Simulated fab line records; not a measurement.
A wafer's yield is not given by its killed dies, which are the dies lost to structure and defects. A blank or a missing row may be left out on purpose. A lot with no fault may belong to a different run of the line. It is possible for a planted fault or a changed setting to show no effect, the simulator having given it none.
Matching of chambers + flow sfq line + SFQ_TRILAYER_I0_CMP_CMP_028 on cmp-01: 4 sister chambers
The step polishes SiO2. 14 wafers are shown with their chamber, then 7 later ones without.

## WAFERS PAIRED WITH THEIR CHAMBERS
| wafer  | chamber | motor current A (A) | time to endpoint s (s) |
|--------|---------|---------------------|------------------------|
| L169.1 | 2       | 11.2                | 203                    |
| L169.3 | 1       | 12.9                | 212                    |
| L169.2 | 0       | 10.7                | 211                    |
| L171.1 | 1       | 12.9                | 211                    |
| L171.3 | 0       | 10.8                | 207                    |
| L171.6 | 0       | 10.5                | 211                    |
| L172.1 | 0       | 10.6                | 210                    |
| L172.4 | 1       | 12.8                | 216                    |
| L172.5 | 3       | 11.3                | 221                    |
| L177.1 | 0       | 10.4                | 213                    |
| L177.3 | 3       | 11.2                | 210                    |
| L177.5 | 3       | 11.3                | 233                    |
| L181.3 | 2       | 10.9                | 211                    |
| L181.4 | 0       | 9.9                 | 221                    |

SIGNATURES (averages over the wafers above)
| reading            | chamber 0 | chamber 1 | chamber 2 | chamber 3 | scatter within a chamber |
|--------------------|-----------|-----------|-----------|-----------|--------------------------|
| motor current A    | 10.483    | 12.867    | 11.050    | 11.267    | 0.238                    |
| time to endpoint s | 212.17    | 213.00    | 207.00    | 221.33    | 6.51                     |
Rule: for each reading, subtract the chamber's mean from the wafer's reading, divide by that reading's scatter and square the result; add these up over the readings and take the root, which gives the wafer's distance from the chamber. If the next closest chamber is less than 2 further off than the closest, the wafer can't be placed; otherwise it belongs to the closest. The scatter: take each reading less its chamber's mean, square it, sum over the shown wafers, divide by the number of wafers less the number of chambers, and take the root.

## WAFERS MISSING THEIR CHAMBER
| wafer  | motor current A (A) | time to endpoint s (s) |
|--------|---------------------|------------------------|
| L181.6 | 11.0                | 230                    |
| L182.1 | 11.2                | 208                    |
| L182.3 | 11.0                | 212                    |
| L182.6 | 10.9                | 210                    |
| L184.1 | 11.1                | 202                    |
| L184.2 | 11.1                | 213                    |
| L184.4 | 10.4                | 213                    |

## EACH ONE'S CHAMBER
| wafer  | from the rows above          | in truth |
|--------|------------------------------|----------|
| L181.6 | can't be placed: 3 or 0 or 2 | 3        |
| L182.1 | can't be placed: 2 or 3      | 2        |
| L182.3 | can't be placed: 2 or 3 or 0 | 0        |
| L182.6 | can't be placed: 2 or 0 or 3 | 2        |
| L184.1 | 2                            | 2        |
| L184.2 | can't be placed: 2 or 3 or 0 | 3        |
| L184.4 | 0                            | 0        |
2 of 7 placed correctly. From these rows, 5 cannot be placed; in 5 the true chamber is one of the candidates. Number placed wrongly: 0.
